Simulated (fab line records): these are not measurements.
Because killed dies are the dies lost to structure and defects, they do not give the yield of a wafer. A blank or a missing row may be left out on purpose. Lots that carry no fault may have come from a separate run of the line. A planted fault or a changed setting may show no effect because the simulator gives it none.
Matching of chambers -- flow gf180mcu -- pecvd-02 running GF_SAB_CVD_00: 3 sister chambers
The step deposits SiO2 from TEOS, target thk 50 nm, time 4.9302 s. 3 wafers are shown with their chamber, then 8 later ones without.

## WAFERS WITH THEIR CHAMBER
wafer,chamber,heaterPowerOuterW (W)
L969.4,0,359
L969.5,1,366
L971.2,2,450

## WAFERS MISSING THEIR CHAMBER
wafer,heaterPowerOuterW (W)
L971.5,446
L971.6,358
L972.2,423
L972.5,439
L972.6,373
L974.1,374
L974.2,350
L974.4,375

## THE CHAMBER EACH PASSED THROUGH
wafer,from the rows above,in truth
L971.5,2,2
L971.6,can't be placed: 0 or 1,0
L972.2,2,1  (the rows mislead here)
L972.5,2,2
L972.6,can't be placed: 1 or 0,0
L974.1,can't be placed: 1 or 0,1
L974.2,can't be placed: 0 or 1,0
L974.4,can't be placed: 1 or 0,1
Correctly placed: 2 of 8. Cannot be placed on the basis of these rows: 5; the candidates contain the true chamber in 5. Number placed wrongly: 1.
How it was worked out, from the rows above alone: a wafer's distance from a chamber is the root of the sum, over the readings, of the square of ((its reading less the chamber's mean) divided by the reading's scatter). If the next closest chamber is less than 2 further off than the closest, the wafer can't be placed; otherwise it belongs to the closest. The mean given for a chamber averages the wafers shown for that chamber. The scatter (one wafer shown for each chamber): square how far every hidden wafer sits from the nearest shown wafer, average those squares and take the square root.
